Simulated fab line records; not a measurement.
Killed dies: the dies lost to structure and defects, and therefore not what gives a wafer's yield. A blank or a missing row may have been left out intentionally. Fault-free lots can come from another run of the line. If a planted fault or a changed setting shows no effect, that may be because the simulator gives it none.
Which tool is to blame?    flow gf180mcu    12 lots with 36 wafers sampled at 3 steps, on a route of 602 steps

== WHAT THE GAUGES READ, wafer by wafer ==
GF_V1_OVL_MEAS_15.
lot   measured      on          V1_OVL (nm)
L075  day 18 10:41  overlay-01  -5 -3 -8
L077  day 19 01:47  overlay-02  0 2 15
L079  day 19 21:37  overlay-02  1 4 -3
L081  day 21 00:20  overlay-02  -7 4 0
L083  day 21 17:44  overlay-02  5 0 -1
L085  day 22 17:05  overlay-02  8 1 2
L087  day 23 15:01  overlay-01  -3 -11 -11
L090  day 24 01:41  overlay-02  -4 -2 -3
L089  day 24 12:37  overlay-02  -9 -12 -14
L093  day 25 03:34  overlay-02  3 -6 0
L095  day 25 09:50  overlay-01  -4 -4 0
L097  day 26 09:14  overlay-02  -2 -2 -7

== TOOL THAT RAN EACH LOT (tool first, then ch and the chambers of the sampled wafers, then the start) ==
lot   GF_SALICIDE_SPUTTER_02        GF_SALICIDE_RTA_08
L075  pvd sputter-02, day 15 09:55  rtp anneal-02 ch 0, day 15 10:21
L077  pvd sputter-02, day 15 23:44  rtp anneal-02 ch 0, day 16 00:11
L079  pvd sputter-02, day 16 19:24  rtp anneal-02 ch 0, day 16 19:50
L081  pvd sputter-02, day 17 19:33  rtp anneal-01 ch 0, day 17 19:59
L083  pvd sputter-03, day 18 13:15  rtp anneal-01 ch 0, day 18 13:40
L085  pvd sputter-02, day 19 13:29  rtp anneal-02 ch 0, day 19 13:55
L087  pvd sputter-02, day 20 13:29  rtp anneal-02 ch 0, day 20 13:54
L090  pvd sputter-02, day 21 00:53  rtp anneal-02 ch 0, day 21 01:18
L089  pvd sputter-01, day 21 09:38  rtp anneal-01 ch 0, day 21 10:04
L093  pvd sputter-03, day 22 04:43  rtp anneal-01 ch 0, day 22 05:15
L095  pvd sputter-01, day 22 12:40  rtp anneal-01 ch 0, day 22 13:06
L097  pvd sputter-03, day 23 13:40  rtp anneal-01 ch 0, day 23 14:06
- GF_SALICIDE_SPUTTER_02: material Co, target thk 10 nm, time 20 s.
- GF_SALICIDE_RTA_08: time 30 s.

== THE ANSWER, worked out from the rows above alone ==
Rule: usual is defined by the lots themselves. The widest of any qualifying gaps counts: lots, ordered by their means at a reading, are off when they make up no more than a third of the lots, leave a main group of 4 or more, and stand apart from it by 3 or more times the standard deviation of that group's means. A main group is skipped when, at the precision printed for the reading in the tables above, its means are all equal. A lot without any number at a reading at which 4 lots or more have one is off too. Any other lot the step has rows for is counted as sound.
No lot is off on any of the readings shown, so nothing can be concluded from this.

== WHAT THE SIMULATOR HAD INSERTED ==
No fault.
